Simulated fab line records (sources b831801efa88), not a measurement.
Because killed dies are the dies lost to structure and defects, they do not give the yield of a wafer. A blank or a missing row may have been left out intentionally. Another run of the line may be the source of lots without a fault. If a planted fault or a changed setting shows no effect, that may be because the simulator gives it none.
Chamber matching / flow sky130 / SKY_METAL4_ETCH_17 on rie-diel-03: 4 sister chambers
The step etches SiO2 in C4F8/O2/Ar, stops on TiN, time 3.9 s, target depth 15 nm. 7 wafers are shown with their chamber, then 8 later ones without.

== WAFERS WITH THEIR CHAMBER ==
wafer=L088.3; chamber=0; oes-product-au (a.u.)=0.754
wafer=L091.4; chamber=2; oes-product-au (a.u.)=0.766
wafer=L091.5; chamber=1; oes-product-au (a.u.)=0.753
wafer=L094.3; chamber=0; oes-product-au (a.u.)=0.763
wafer=L094.4; chamber=1; oes-product-au (a.u.)=0.761
wafer=L094.5; chamber=3; oes-product-au (a.u.)=0.759
wafer=L096.1; chamber=3; oes-product-au (a.u.)=0.753

== WAFERS MISSING THEIR CHAMBER ==
wafer=L096.2; oes-product-au (a.u.)=0.757
wafer=L096.3; oes-product-au (a.u.)=0.755
wafer=L096.4; oes-product-au (a.u.)=0.761
wafer=L096.5; oes-product-au (a.u.)=0.759
wafer=L096.6; oes-product-au (a.u.)=0.753
wafer=L097.1; oes-product-au (a.u.)=0.748
wafer=L097.2; oes-product-au (a.u.)=0.759
wafer=L097.6; oes-product-au (a.u.)=0.757

== EACH ONE'S CHAMBER ==
wafer=L096.2; from the rows above=can't be placed: 1 or 3 or 0 or 2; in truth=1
wafer=L096.3; from the rows above=can't be placed: 3 or 1 or 0 or 2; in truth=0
wafer=L096.4; from the rows above=can't be placed: 0 or 1 or 2 or 3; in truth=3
wafer=L096.5; from the rows above=can't be placed: 0 or 1 or 3 or 2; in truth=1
wafer=L096.6; from the rows above=can't be placed: 3 or 1 or 0 or 2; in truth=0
wafer=L097.1; from the rows above=can't be placed: 3 or 1 or 0 or 2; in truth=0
wafer=L097.2; from the rows above=can't be placed: 0 or 1 or 3 or 2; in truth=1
wafer=L097.6; from the rows above=can't be placed: 1 or 3 or 0 or 2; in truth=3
Correct placement for 0 of the 8. These rows do not allow placing 8 (true chamber among the candidates in 8). 0 placed wrongly.
How it was worked out, from the rows above alone: a wafer's distance from a chamber is the root of the sum, over the readings, of the square of ((its reading less the chamber's mean) divided by the reading's scatter). If the next closest chamber is less than 2 further off than the closest, the wafer can't be placed; otherwise it belongs to the closest. The mean given for a chamber averages the wafers shown for that chamber. How the scatter is found: for the shown wafers, subtract from each reading the mean of its chamber, square and add these, divide the total by (wafers less chambers), then take the root.
